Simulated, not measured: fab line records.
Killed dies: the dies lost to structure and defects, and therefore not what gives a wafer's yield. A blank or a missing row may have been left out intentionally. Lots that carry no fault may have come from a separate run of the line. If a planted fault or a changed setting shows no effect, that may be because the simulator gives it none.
Check of tool commonality / flow gf180mcu / 36 wafers sampled across 12 lots

## WHY IT WAS OPENED
2 of 12 lots carry a flag on the reading NSD_RS at GF_PSD_RS_MEAS_14. Wafers without a fault read 46.20 ohm/sq, standard deviation 0.098.
Rule: a lot gets a flag if all its wafers with a number sit over 4 standard deviations from that mean, or if no wafer of it has a number. The rest of the lots are taken to be sound.

lot=L598; measured=day 14 13:11; on=film_metro-03; NSD_RS (ohm/sq), wafer by wafer=46.10 46.14 46.25; flag=
lot=L599; measured=day 14 19:34; on=film_metro-02; NSD_RS (ohm/sq), wafer by wafer=46.15 46.28 46.24; flag=
lot=L600; measured=day 15 11:47; on=film_metro-03; NSD_RS (ohm/sq), wafer by wafer=46.23 46.15 46.24; flag=
lot=L607; measured=day 17 19:19; on=film_metro-02; NSD_RS (ohm/sq), wafer by wafer=42.56 42.64 42.47; flag=FLAGGED
lot=L608; measured=day 18 04:49; on=film_metro-03; NSD_RS (ohm/sq), wafer by wafer=42.58 42.76 42.59; flag=FLAGGED
lot=L612; measured=day 19 22:08; on=film_metro-02; NSD_RS (ohm/sq), wafer by wafer=46.16 46.07 46.23; flag=
lot=L613; measured=day 19 22:41; on=film_metro-01; NSD_RS (ohm/sq), wafer by wafer=46.23 46.37 46.36; flag=
lot=L615; measured=day 20 18:36; on=film_metro-02; NSD_RS (ohm/sq), wafer by wafer=46.15 46.21 45.91; flag=
lot=L616; measured=day 20 22:20; on=film_metro-01; NSD_RS (ohm/sq), wafer by wafer=46.23 46.35 46.27; flag=
lot=L617; measured=day 21 05:53; on=film_metro-02; NSD_RS (ohm/sq), wafer by wafer=46.15 46.17 46.06; flag=
lot=L618; measured=day 21 16:09; on=film_metro-01; NSD_RS (ohm/sq), wafer by wafer=46.28 46.23 46.33; flag=
lot=L620; measured=day 22 05:04; on=film_metro-01; NSD_RS (ohm/sq), wafer by wafer=46.24 46.28 46.22; flag=
The numbers of the flagged lots are 42.60 ohm/sq on average: -3.60 ohm/sq against the usual, or -37 standard deviations.

## WHICH TOOL EACH LOT WENT THROUGH
Before the reading, the record contains 2 process steps out of a 602-step route. In each cell: the tool, then ch and the chambers that the sampled wafers went through, then the start.
lot=L598; flag=; GF_NSD_IMPLANT_10=implanter-01 ch 0, day 13 16:20; GF_NSD_STRIP_11=plasma_asher-01 ch 0, day 13 16:29
lot=L599; flag=; GF_NSD_IMPLANT_10=implanter-01 ch 0, day 13 22:40; GF_NSD_STRIP_11=plasma_asher-04 ch 0,1, day 13 22:49
lot=L600; flag=; GF_NSD_IMPLANT_10=implanter-02 ch 0, day 14 14:07; GF_NSD_STRIP_11=plasma_asher-04 ch 0, day 14 14:14
lot=L607; flag=FLAGGED; GF_NSD_IMPLANT_10=implanter-02 ch 0, day 16 19:19; GF_NSD_STRIP_11=plasma_asher-01 ch 0,1, day 16 19:28
lot=L608; flag=FLAGGED; GF_NSD_IMPLANT_10=implanter-02 ch 0, day 17 05:19; GF_NSD_STRIP_11=plasma_asher-01 ch 0,1, day 17 05:28
lot=L612; flag=; GF_NSD_IMPLANT_10=implanter-01 ch 0, day 18 21:16; GF_NSD_STRIP_11=plasma_asher-03 ch 1, day 18 21:25
lot=L613; flag=; GF_NSD_IMPLANT_10=implanter-01 ch 0, day 18 21:53; GF_NSD_STRIP_11=plasma_asher-03 ch 0,1, day 18 22:01
lot=L615; flag=; GF_NSD_IMPLANT_10=implanter-02 ch 0, day 19 17:13; GF_NSD_STRIP_11=plasma_asher-04 ch 0,1, day 19 17:20
lot=L616; flag=; GF_NSD_IMPLANT_10=implanter-01 ch 0, day 19 21:43; GF_NSD_STRIP_11=plasma_asher-04 ch 0,1, day 19 21:50
lot=L617; flag=; GF_NSD_IMPLANT_10=implanter-02 ch 0, day 20 05:14; GF_NSD_STRIP_11=plasma_asher-04 ch 0,1, day 20 05:20
lot=L618; flag=; GF_NSD_IMPLANT_10=implanter-01 ch 0, day 20 15:35; GF_NSD_STRIP_11=plasma_asher-01 ch 0,1, day 20 15:43
lot=L620; flag=; GF_NSD_IMPLANT_10=implanter-01 ch 0, day 21 05:07; GF_NSD_STRIP_11=plasma_asher-03 ch 0,1, day 21 05:16
What is done by these steps:
- GF_NSD_IMPLANT_10
- GF_NSD_STRIP_11: strips in O2/N2.
- GF_PSD_RS_MEAS_14: measures by four-point-probe.

## FLAGGED AGAINST TOTAL, ONE TOOL AT A TIME (gauges that did the reading follow at the end)
step=GF_NSD_IMPLANT_10; tool=implanter-01; lots run=7; flagged=0; share of the flagged lots=none; sound lots run after its first flagged lot=-
step=GF_NSD_IMPLANT_10; tool=implanter-02; lots run=5; flagged=2; share of the flagged lots=all; sound lots run after its first flagged lot=2 (L615,L617)
step=GF_NSD_STRIP_11; tool=plasma_asher-01; lots run=4; flagged=2; share of the flagged lots=all; sound lots run after its first flagged lot=1 (L618)
step=GF_NSD_STRIP_11; tool=plasma_asher-03; lots run=3; flagged=0; share of the flagged lots=none; sound lots run after its first flagged lot=-
step=GF_NSD_STRIP_11; tool=plasma_asher-04; lots run=5; flagged=0; share of the flagged lots=none; sound lots run after its first flagged lot=-
step=GF_PSD_RS_MEAS_14; tool=film_metro-01; lots run=4; flagged=0; share of the flagged lots=none; sound lots run after its first flagged lot=-
step=GF_PSD_RS_MEAS_14; tool=film_metro-02; lots run=5; flagged=1; share of the flagged lots=some; sound lots run after its first flagged lot=3 (L612,L615,L617)
step=GF_PSD_RS_MEAS_14; tool=film_metro-03; lots run=3; flagged=1; share of the flagged lots=some; sound lots run after its first flagged lot=0

## WHAT THE TABLE ALLOWS
implanter-02 at GF_NSD_IMPLANT_10 and plasma_asher-01 at GF_NSD_STRIP_11 are the 2 rows of the table that ran each flagged lot.
- implanter-02 at GF_NSD_IMPLANT_10 ran 5 lots, 2 of them flagged. Sound lots ran on it after the first flagged one (L615, L617), which a lasting fault on the whole tool wouldn't allow. Its own readings lie more than 4 standard deviations out on every wafer of the flagged lots: dose_ions_cm2, faraday_current_uA.
- plasma_asher-01 at GF_NSD_STRIP_11 ran 4 lots, 2 of them flagged. Sound lots ran on it after the first flagged one (L618), which a lasting fault on the whole tool wouldn't allow. Its own readings lie more than 4 standard deviations out on every wafer of the flagged lots: strip_time_to_endpoint_s.
No row of the table ran every flagged lot and no sound lot after the first.

## WHAT THE SIMULATOR HAD INSERTED
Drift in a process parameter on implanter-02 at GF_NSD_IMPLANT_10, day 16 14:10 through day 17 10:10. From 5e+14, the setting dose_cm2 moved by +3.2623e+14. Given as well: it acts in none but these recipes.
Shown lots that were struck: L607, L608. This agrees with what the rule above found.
